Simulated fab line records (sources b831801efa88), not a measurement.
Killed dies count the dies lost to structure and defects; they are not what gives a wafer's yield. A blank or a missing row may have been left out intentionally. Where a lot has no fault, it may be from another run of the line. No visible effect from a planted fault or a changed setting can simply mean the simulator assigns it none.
fab line records	flow sky130
record: lots: 10	wafers: 30	last_day: 48
route steps=708 shown LDD_P@265 LDD_HVN@274 POLY_CUT@318 SD_P@329 PAD_OPEN@708
lots with no fault: from the same line, run without faults
start_h: the number of hours between the record's first day and the start of the first shown wafer of the lot	wait_h: hours elapsed since this lot's preceding step	" as in the row above	L1.1+2: several wafers, shown together as one row	- value missing, or start not given	* or withheld: withheld	< > ~ a bound
route shown NAME@n: NAME is a module with steps in the file, n the number in the route of the first one	usual: mean and standard deviation over wafers with no fault	same: alike in all rows	chamber/n: place in a boat	sites: each site's reading	_std_site: how widely they spread, as a standard deviation	_edge_site: outer sites' mean less inner sites'	radius_mm: for every site, how far away it sits from the centre of the wafer	mask NAME#n: copy n	behind: tool/chamber where the wafer was last shaped	hold: the reason the lot was held/the length of the hold in hours/how it ended	device: whichever transistor did not switch (one of n, p or np)	end of line: the route-end tests of the same wafers	a step without rows: its recipe alone	killed: the dies lost at the first sort to structure and to defects; this is not the yield of the wafer	map: the dies of a wafer, with x for killed, . for not killed, _ for no die there
set.NAME: the setting as run; set.NAME@STEP: as run at that earlier step	model.NAME: the simulator's own value behind a step, which no gauge read
route steps across a sampled set of lots; one table per step, one row per wafer
services: when a tool's chamber went out of use (start_h, in hours from the record's first day, below 0 if earlier), for how many hours, and the reason
== steps ==
step: SKY_LDD_P_STRIP_10
recipe: chemistry: O2/N2	power_w: 1400	pressure_mtorr: 1500	platen_temp_c: withheld	o2_flow_sccm: 3000	n2_flow_sccm: 300	overash_fraction: 0.5
usual: chamber_pressure_mTorr: 1500.1/1.4	drypump_motor_current_A: 5.7/0.53	n2_flow_sccm: 300.0/0.86	oes_product_au: 0.716/0.0046	strip_time_to_endpoint_s: 14.17/0.033
lot.wafer	tool	chamber	start_h	wait_h	chamber_pressure_mTorr	drypump_motor_current_A	n2_flow_sccm	oes_product_au	rf_hours_counter_h	strip_time_to_endpoint_s
L180.2	plasma_asher-01	1	481.52	0.1	1502.3	6.8	300.9	0.714	67	14.12
L180.3	"	0	"	"	1497.7	5.8	300.1	0.710	-	14.12
L180.4	"	1	"	"	1500.7	6.7	300.4	0.711	-	14.15
L181.3	plasma_asher-03	0	486.88	0.1	1500.3	5.2	299.9	0.713	-	14.15
L181.5	"	1	"	"	1497.5	5.3	300.1	0.720	-	14.16
L181.6	"	0	"	"	1500.4	5.3	301.2	0.718	-	14.20
L184.1	plasma_asher-04	1	501.35	0.1	1500.7	5.9	299.2	0.722	7	14.12
L184.4	"	0	"	"	1500.9	5.2	299.1	0.717	-	14.16
L184.6	"	1	"	"	1499.4	5.9	300.1	0.705	-	14.19
L185.2	plasma_asher-04	0	509.20	0.1	1500.4	5.2	300.6	0.721	8	14.23
L185.3	"	0	"	"	1500.4	5.2	301.0	0.716	-	14.17
L185.6	"	0	"	"	1498.5	5.2	302.3	0.711	-	14.18
L190.2	plasma_asher-03	0	549.30	0.1	1499.6	5.3	300.1	0.717	83	14.23
L190.4	"	0	"	"	1501.9	5.2	301.0	0.721	-	14.20
L190.6	"	0	"	"	1500.4	5.2	299.8	0.720	-	14.16
L191.2	plasma_asher-04	0	560.27	0.1	1500.4	5.2	301.0	0.715	13	14.18
L191.3	"	0	"	"	1499.1	5.2	300.0	0.710	-	14.18
L191.6	"	0	"	"	1499.8	5.2	299.6	0.721	-	14.17
L192.2	plasma_asher-03	1	563.97	0.1	1498.3	5.3	298.9	0.722	84	14.17
L192.3	"	0	"	"	1500.8	5.3	299.9	0.709	-	14.17
L192.5	"	0	"	"	1498.1	5.3	300.9	0.718	-	14.13
L193.1	plasma_asher-01	1	573.47	0.1	1499.1	6.7	299.3	0.713	76	14.15
L193.2	"	0	"	"	1499.4	5.8	300.4	0.708	76	14.19
L193.4	"	0	"	"	1499.6	5.8	299.2	0.712	-	14.12
L194.1	plasma_asher-04	0	582.65	0.1	1502.5	5.2	299.7	0.716	15	14.17
L194.2	"	1	"	"	1501.6	5.9	300.9	0.715	15	14.18
L194.4	"	0	"	"	1498.7	5.2	299.7	0.718	-	14.16
L195.1	plasma_asher-01	0	591.65	0.1	1496.7	5.8	299.3	0.721	78	14.24
L195.2	"	1	"	"	1501.6	6.7	298.8	0.716	78	14.21
L195.6	"	0	"	"	1503.2	5.8	298.2	0.713	-	14.21
step: SKY_LDD_HVN_OVL_MEAS_07
usual: LDD_HVN_OVL: 0.5/1.3
lot.wafer	tool	chamber	start_h	wait_h	LDD_HVN_OVL[nm]
L180.2	overlay-02	-	511.92	0.1	-0.9
L180.3	"	-	"	"	-0.8
L180.4	"	-	"	"	-0.6
L181.3	overlay-02	-	517.67	0.1	-0.8
L181.5	"	-	"	"	0.9
L181.6	"	-	"	"	0.1
L184.1	overlay-01	-	531.46	0.1	2.0
L184.4	"	-	"	"	1.5
L184.6	"	-	"	"	1.4
L185.2	overlay-02	-	539.17	0.1	1.1
L185.3	"	-	"	"	2.5
L185.6	"	-	"	"	1.7
L190.2	overlay-01	-	579.50	0.1	0.6
L190.4	"	-	"	"	0.7
L190.6	"	-	"	"	0.8
L191.2	overlay-01	-	589.75	0.1	2.7
L191.3	"	-	"	"	1.4
L191.6	"	-	"	"	0.9
L192.2	overlay-02	-	593.22	0.1	3.0
L192.3	"	-	"	"	2.5
L192.5	"	-	"	"	1.6
L193.1	overlay-02	-	602.04	0.1	0.9
L193.2	"	-	"	"	1.4
L193.4	"	-	"	"	2.3
L194.1	overlay-02	-	612.21	0.1	-1.4
L194.2	"	-	"	"	-0.8
L194.4	"	-	"	"	-0.8
L195.1	overlay-02	-	620.76	0.1	-0.8
L195.2	"	-	"	"	-1.2
L195.6	"	-	"	"	-0.5
step: SKY_POLY_CUT_ETCH_11
recipe: target: Si3N4	chemistry: CF4/CH2F2/Ar	stop_on: poly-Si	source_w: 600	bias_w: 150	pressure_mtorr: 40	cf4_flow_sccm: 40	ch2f2_flow_sccm: 20	Ar_flow_sccm: 150	time_s: 42.5	target_depth_a: 600
usual: chamber_pressure_mTorr: 40.00/0.037	drypump_motor_current_A: 5.9/0.44	oes_product_au: 0.828/0.0068	throttle_valve_pct: 14.994/0.0095
same: time_s: 42.5
lot.wafer	tool	chamber	start_h	wait_h	chamber_pressure_mTorr	drypump_motor_current_A	oes_product_au	rf_hours_counter_h	throttle_valve_pct
L180.2	rie_diel-02	3	603.36	0.0	39.99	6.4	0.837	1	14.993
L180.3	"	0	"	"	39.95	5.5	0.824	1	14.993
L180.4	"	1	"	"	40.00	5.9	0.834	29	15.006
L181.3	rie_diel-02	0	608.54	0.0	40.01	5.6	0.836	1	15.000
L181.5	"	2	"	"	40.05	5.0	0.819	-	14.975
L181.6	"	3	"	"	40.06	6.3	0.830	-	14.969
L184.1	rie_diel-02	0	624.06	0.0	39.99	5.5	0.826	1	14.988
L184.4	"	1	"	"	40.03	5.9	0.823	29	15.000
L184.6	"	2	"	"	39.96	5.1	0.832	-	14.995
L185.2	rie_diel-04	2	629.54	0.0	39.98	5.5	0.827	12	15.003
L185.3	"	0	"	"	40.02	6.3	0.833	10	15.000
L185.6	"	3	"	"	40.01	6.3	0.830	-	14.990
L190.2	rie_diel-03	3	668.51	0.0	40.03	6.5	0.830	39	14.993
L190.4	"	2	"	"	40.03	5.6	0.818	10	14.989
L190.6	"	0	"	"	40.04	6.2	0.824	-	14.997
L191.2	rie_diel-02	1	680.76	0.0	40.02	5.9	0.836	30	14.994
L191.3	"	3	"	"	40.02	6.3	0.844	3	15.005
L191.6	"	3	"	"	40.01	6.3	0.843	-	15.004
L192.2	rie_diel-04	2	686.34	0.0	40.01	5.5	0.831	14	15.000
L192.3	"	0	"	"	40.06	6.3	0.829	12	14.997
L192.5	"	0	"	"	40.00	6.2	0.824	-	14.996
L193.1	rie_diel-04	3	692.19	0.0	40.08	6.3	0.830	5	14.979
L193.2	"	0	"	"	39.97	6.3	0.830	12	15.003
L193.4	"	1	"	"	39.92	5.5	0.835	0	14.985
L194.1	rie_diel-03	0	700.84	0.0	39.96	6.2	0.819	6	14.978
L194.2	"	2	"	"	40.01	5.5	0.825	11	14.983
L194.4	"	3	"	"	39.97	6.5	0.830	-	14.997
L195.1	rie_diel-04	1	709.11	0.0	39.95	5.5	0.829	1	14.983
L195.2	"	0	"	"	39.99	6.2	0.838	12	14.996
L195.6	"	1	"	"	39.98	5.5	0.835	-	15.005
step: SKY_SD_P_IMPLANT_09
recipe: species: BF2	energy_kev: 20	dose_cm2: 3e+15	tilt_deg: 0
usual: implant_ion_amu: 49/0	tilt_deg: 0.000/0.019
lot.wafer	tool	chamber	start_h	wait_h	implant_ion_amu	tilt_deg
L180.2	implanter-04	0	632.80	0.0	49	0.013
L180.3	"	0	"	"	49	0.014
L180.4	"	0	"	"	49	0.047
L181.3	implanter-03	0	637.22	0.1	49	0.025
L181.5	"	0	"	"	49	0.043
L181.6	"	0	"	"	49	0.032
L184.1	implanter-04	0	652.80	0.0	49	-0.010
L184.4	"	0	"	"	49	-0.009
L184.6	"	0	"	"	49	-0.021
L185.2	implanter-04	0	658.35	0.0	49	-0.009
L185.3	"	0	"	"	49	-0.004
L185.6	"	0	"	"	49	-0.015
L190.2	implanter-04	0	696.87	0.0	49	-0.005
L190.4	"	0	"	"	49	-0.007
L190.6	"	0	"	"	49	0.010
L191.2	implanter-02	0	709.34	0.0	49	0.012
L191.3	"	0	"	"	49	-0.010
L191.6	"	0	"	"	49	0.007
L192.2	implanter-04	0	715.17	0.0	11	0.022
L192.3	"	0	"	"	11	0.014
L192.5	"	0	"	"	11	0.041
L193.1	implanter-04	0	720.45	0.0	11	-0.001
L193.2	"	0	"	"	11	-0.023
L193.4	"	0	"	"	11	-0.028
L194.1	implanter-04	0	728.62	0.0	11	0.014
L194.2	"	0	"	"	11	0.010
L194.4	"	0	"	"	11	-0.003
L195.1	implanter-03	0	735.75	0.0	11	-0.013
L195.2	"	0	"	"	11	-0.001
L195.6	"	0	"	"	11	-0.011
step: SKY_SD_P_STRIP_10
recipe: chemistry: O2/N2	power_w: 1400	pressure_mtorr: 1500	platen_temp_c: withheld	o2_flow_sccm: 3000	n2_flow_sccm: 300	overash_fraction: 0.5
usual: chamber_pressure_mTorr: 1499.8/1.3	drypump_motor_current_A: 5.6/0.32	n2_flow_sccm: 300.0/0.88	oes_product_au: 0.618/0.0041	strip_time_to_endpoint_s: 17.52/0.035
lot.wafer	tool	chamber	start_h	wait_h	chamber_pressure_mTorr	drypump_motor_current_A	n2_flow_sccm	oes_product_au	rf_hours_counter_h	strip_time_to_endpoint_s
L180.2	plasma_asher-03	0	632.92	0.1	1499.1	5.2	300.2	0.613	90	17.60
L180.3	"	1	"	"	1500.6	5.3	300.1	0.618	-	17.59
L180.4	"	0	"	"	1497.7	5.3	300.8	0.616	-	17.60
L181.3	plasma_asher-04	1	637.35	0.1	1498.5	5.9	299.8	0.617	-	17.55
L181.5	"	0	"	"	1497.8	5.2	300.9	0.623	-	17.50
L181.6	"	1	"	"	1498.9	5.9	299.8	0.619	-	17.49
L184.1	plasma_asher-03	1	652.95	0.1	1501.1	5.3	301.0	0.626	92	17.49
L184.4	"	0	"	"	1499.9	5.2	301.1	0.622	-	17.55
L184.6	"	1	"	"	1498.0	5.3	299.7	0.615	-	17.56
L185.2	plasma_asher-02	1	658.47	0.1	1497.0	5.7	299.8	0.609	55	17.51
L185.3	"	1	"	"	1501.6	5.7	300.6	0.627	-	17.56
L185.6	"	0	"	"	1499.8	6.0	300.1	0.614	-	17.54
L190.2	plasma_asher-03	1	697.00	0.1	1500.4	5.3	300.5	0.615	97	17.49
L190.4	"	1	"	"	1499.0	5.3	300.7	0.618	-	17.45
L190.6	"	1	"	"	1500.1	5.3	298.9	0.619	-	17.47
L191.2	plasma_asher-02	0	709.47	0.1	1497.9	5.9	302.2	0.620	62	17.48
L191.3	"	0	"	"	1499.3	5.9	302.1	0.621	-	17.48
L191.6	"	1	"	"	1499.8	5.7	301.9	0.615	-	17.51
L192.2	plasma_asher-02	1	715.30	0.1	1499.4	5.7	299.6	0.597	63	18.20
L192.3	"	1	"	"	1498.7	5.7	298.3	0.613	-	18.21
L192.5	"	1	"	"	1498.1	5.7	302.4	0.602	-	18.21
L193.1	plasma_asher-04	1	720.60	0.1	1498.9	5.9	300.3	0.602	29	18.14
L193.2	"	0	"	"	1501.0	5.2	300.6	0.596	29	18.14
L193.4	"	0	"	"	1503.3	5.2	300.9	0.598	-	18.19
L194.1	plasma_asher-02	0	728.77	0.1	1496.7	6.0	299.3	0.600	64	18.16
L194.2	"	1	"	"	1501.3	5.7	300.7	0.605	64	18.16
L194.4	"	1	"	"	1498.6	5.7	299.1	0.602	-	18.12
L195.1	plasma_asher-02	0	735.90	0.1	1499.4	6.0	300.4	0.605	66	18.20
L195.2	"	1	"	"	1498.9	5.8	299.0	0.602	66	18.21
L195.6	"	1	"	"	1501.7	5.8	300.7	0.603	-	18.19
step: SKY_SD_P_TW_MEAS_11
usual: SD_P_TW: 2869/43
lot.wafer	tool	chamber	start_h	wait_h	hold	SD_P_TW
L180.2	film_metro-04	-	633.03	0.1	-	2817
L180.3	"	-	"	"	-	2826
L180.4	"	-	"	"	-	2813
L181.3	film_metro-01	-	637.44	0.1	-	2927
L181.5	"	-	"	"	-	2918
L181.6	"	-	"	"	-	2917
L184.1	film_metro-04	-	653.05	0.1	-	2829
L184.4	"	-	"	"	-	2837
L184.6	"	-	"	"	-	2820
L185.2	film_metro-01	-	658.58	0.1	-	2921
L185.3	"	-	"	"	-	2899
L185.6	"	-	"	"	-	2913
L190.2	film_metro-01	-	697.11	0.1	-	2915
L190.4	"	-	"	"	-	2927
L190.6	"	-	"	"	-	2920
L191.2	film_metro-01	-	709.58	0.1	-	2924
L191.3	"	-	"	"	-	2925
L191.6	"	-	"	"	-	2907
L192.2	film_metro-02	-	715.41	0.1	await_dispo/0.2h/release	2122
L192.3	"	-	"	"	await_dispo/0.2h/release	2114
L192.5	"	-	"	"	await_dispo/0.2h/release	2124
L192.2	film_metro-02	-	715.67	0.2	-	2122
L192.3	"	-	"	"	-	2115
L192.5	"	-	"	"	-	2125
L193.1	film_metro-04	-	720.70	0.1	await_dispo/0.2h/release	2088
L193.2	"	-	"	"	await_dispo/0.2h/release	2078
L193.4	"	-	"	"	await_dispo/0.2h/release	2087
L193.1	film_metro-04	-	720.93	0.2	-	2083
L193.2	"	-	"	"	-	2084
L193.4	"	-	"	"	-	2085
L194.1	film_metro-04	-	728.87	0.1	await_dispo/0.2h/release	2076
L194.2	"	-	"	"	await_dispo/0.2h/release	2076
L194.4	"	-	"	"	await_dispo/0.2h/release	2088
L194.1	film_metro-04	-	729.22	0.3	-	2086
L194.2	"	-	"	"	-	2084
L194.4	"	-	"	"	-	2089
L195.1	film_metro-04	-	736.00	0.1	await_dispo/0.2h/release	2088
L195.2	"	-	"	"	await_dispo/0.2h/release	2095
L195.6	"	-	"	"	await_dispo/0.2h/release	2080
L195.1	film_metro-04	-	736.23	0.2	-	2089
L195.2	"	-	"	"	-	2082
L195.6	"	-	"	"	-	2093
step: SKY_SD_N_RS_MEAS_17
recipe: thk_meas_gauge: four-point-probe
usual: SD_P_RS: 147.1/0.37
lot.wafer	tool	chamber	start_h	wait_h	hold	SD_P_RS[ohm/sq]
L180.2	film_metro-04	-	689.84	0.1	-	146.1
L180.3	"	-	"	"	-	145.5
L180.4	"	-	"	"	-	146.2
L181.3	film_metro-02	-	694.76	0.1	-	147.3
L181.5	"	-	"	"	-	147.4
L181.6	"	-	"	"	-	147.4
L184.1	film_metro-02	-	710.98	0.1	-	147.2
L184.4	"	-	"	"	-	147.1
L184.6	"	-	"	"	-	146.6
L185.2	film_metro-01	-	715.53	0.1	-	147.3
L185.3	"	-	"	"	-	146.6
L185.6	"	-	"	"	-	147.1
L190.2	film_metro-02	-	753.66	0.1	-	147.1
L190.4	"	-	"	"	-	147.5
L190.6	"	-	"	"	-	147.3
L191.2	film_metro-02	-	764.24	0.1	-	146.7
L191.3	"	-	"	"	-	146.8
L191.6	"	-	"	"	-	147.3
L192.2	film_metro-04	-	771.52	0.1	await_dispo/0.2h/release	52.0
L192.3	"	-	"	"	await_dispo/0.2h/release	52.0
L192.5	"	-	"	"	await_dispo/0.2h/release	51.8
L192.2	film_metro-04	-	771.81	0.3	-	52.0
L192.3	"	-	"	"	-	52.1
L192.5	"	-	"	"	-	51.9
L193.1	film_metro-02	-	775.35	0.1	await_dispo/0.2h/release	52.1
L193.2	"	-	"	"	await_dispo/0.2h/release	52.2
L193.4	"	-	"	"	await_dispo/0.2h/release	52.0
L193.1	film_metro-02	-	775.64	0.3	-	52.1
L193.2	"	-	"	"	-	52.2
L193.4	"	-	"	"	-	52.2
L194.1	film_metro-04	-	782.81	0.1	await_dispo/0.2h/release	52.0
L194.2	"	-	"	"	await_dispo/0.2h/release	52.0
L194.4	"	-	"	"	await_dispo/0.2h/release	52.1
L194.1	film_metro-04	-	783.09	0.3	-	52.1
L194.2	"	-	"	"	-	52.0
L194.4	"	-	"	"	-	51.9
L195.1	film_metro-04	-	791.63	0.1	await_dispo/0.2h/release	52.0
L195.2	"	-	"	"	await_dispo/0.2h/release	51.9
L195.6	"	-	"	"	await_dispo/0.2h/release	52.0
L195.1	film_metro-04	-	792.09	0.4	-	51.9
L195.2	"	-	"	"	-	51.9
L195.6	"	-	"	"	-	51.9
step: SKY_PAD_OPEN_PROBE_99
usual: defect_limited_yield: 82.4/1.9	killed_at_M0_to_M3: 44/7.1	killed_at_M4_up: 3.5/2	killed_at_contacts: 24/5.3	killed_at_front_end: 15/4.8	killed_at_other: 0.1/0.35	killed_dies: 86/9.3	killed_open: 47/7.8	killed_short: 39/5.9	sort_bin_3_pad_short: 0.8/0.42	sort_bin_5_function: 10.3/1.4	sort_bin_6_memory: 6.4/1.1	sort_n_pass: 406/9.3	sort_yield_pct: 82.4/1.9
same: gross_dies: 492	killed_at_back_side: 0	sort_bin_4_leakage[%]: 0	sort_bin_8_speed[%]: 0
lot.wafer	tool	chamber	start_h	wait_h	defect_limited_yield[%]	killed_at_M0_to_M3	killed_at_M4_up	killed_at_contacts	killed_at_front_end	killed_at_other	killed_dies	killed_open	killed_short	sort_bin_3_pad_short[%]	sort_bin_5_function[%]	sort_bin_6_memory[%]	sort_n_pass	sort_yield_pct[%]
L185.2	prober-02	-	1128.12	0.1	79.9	53	2	31	13	0	99	55	44	0.4	11.2	8.5	393	79.9
L185.3	prober-02	-	1128.17	0.2	82.9	45	4	21	14	0	84	47	37	0.8	9.6	6.7	408	82.9
L185.6	prober-02	-	1128.32	0.2	85.8	38	2	22	8	0	70	37	33	0.2	8.3	5.7	422	85.8
killed by level:class
L185.2 VIA1:geometric_particle:open=17 CONTACT:geometric_particle:open=11 LI_CONTACT:geometric_particle:open=9 VIA1:geometric_particle:short=6 VIA2:geometric_particle:open=6 FIELD_ISO:geometric_particle:short=5 CONTACT:geometric_particle:short=5 METAL3:geometric_particle:short=5
L185.3 VIA2:geometric_particle:open=10 VIA3:geometric_particle:open=9 LI_CONTACT:geometric_particle:open=7 FIELD_ISO:geometric_particle:open=5 CONTACT:geometric_particle:short=5 CONTACT:geometric_particle:open=5 METAL1:geometric_particle:short=5 VIA1:geometric_particle:open=4
L185.6 CONTACT:geometric_particle:open=11 VIA1:geometric_particle:open=8 VIA3:geometric_particle:open=6 FIELD_ISO:geometric_particle:open=5 LOCAL_INTERCONNECT:geometric_particle:short=5 VIA2:geometric_particle:short=5 CONTACT:geometric_particle:short=4 METAL1:geometric_particle:short=4
== services ==
tool	chamber	start_h	hours	kind
implanter-04	-	459.57	2.6	repair
rie_diel-04	0	468.40	3.4	repair
rie_diel-04	-	468.91	2.8	pm
implanter-04	-	469.28	5.0	pm
plasma_asher-01	-	470.62	7.4	repair
implanter-03	-	481.71	5.8	pm
rie_diel-04	-	527.20	0.4	repair
implanter-03	-	573.51	1.0	repair
plasma_asher-01	-	579.19	2.9	repair
rie_diel-04	1	582.25	12.5	repair
plasma_asher-03	-	592.93	2.7	repair
plasma_asher-03	-	624.80	6.1	repair
plasma_asher-03	-	626.74	1.1	repair
rie_diel-02	-	636.96	0.5	repair
rie_diel-02	3	639.22	6.4	repair
implanter-04	-	640.14	0.6	repair
implanter-04	-	659.48	2.4	repair
rie_diel-02	3	662.79	4.6	repair
implanter-04	-	668.94	2.1	repair
rie_diel-02	2	678.27	17.1	repair
plasma_asher-04	-	698.24	14.6	pm
implanter-04	-	705.93	1.8	repair
plasma_asher-04	-	724.69	11.8	repair
plasma_asher-03	-	733.75	9.0	pm
== key ==
first_sign: step: SKY_SD_P_IMPLANT_09	reading: implant_ion_amu	direction: down	sigmas: 99+	usual: 49	struck: 11
effect: step: SKY_SD_P_STRIP_10	reading: strip_time_to_endpoint_s	direction: up	sigmas: 19	usual: *	struck: *
effect: step: SKY_SD_P_TW_MEAS_11	reading: visit	direction: added
effect: step: SKY_SD_P_TW_MEAS_11	reading: SD_P_TW	direction: down	sigmas: 18	usual: 2869	struck: 2093
effect: step: SKY_SD_N_RS_MEAS_17	reading: SD_P_RS	direction: down	sigmas: 99+	usual: 147.1	struck: 52.0
met_at SKY_SD_P_IMPLANT_09
struck_lots L192,L193,L194,L195
scrapped_behind SKY_SD_N_RS_MEAS_17 L192.2,L192.3,L192.5,L193.1,L193.2,L193.4,L194.1,L194.2,L194.4,L195.1,L195.2,L195.6
not_acting_at SKY_LDD_P_STRIP_10,SKY_LDD_HVN_OVL_MEAS_07,SKY_POLY_CUT_ETCH_11
onset_between 696.87 715.17
fault: kind: wrong_recipe_download	tool: implanter-02,implanter-03,implanter-04	chamber: -	onset_h: 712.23	steps: SKY_SD_P_IMPLANT_09	wrong_recipe.not_listed: 1
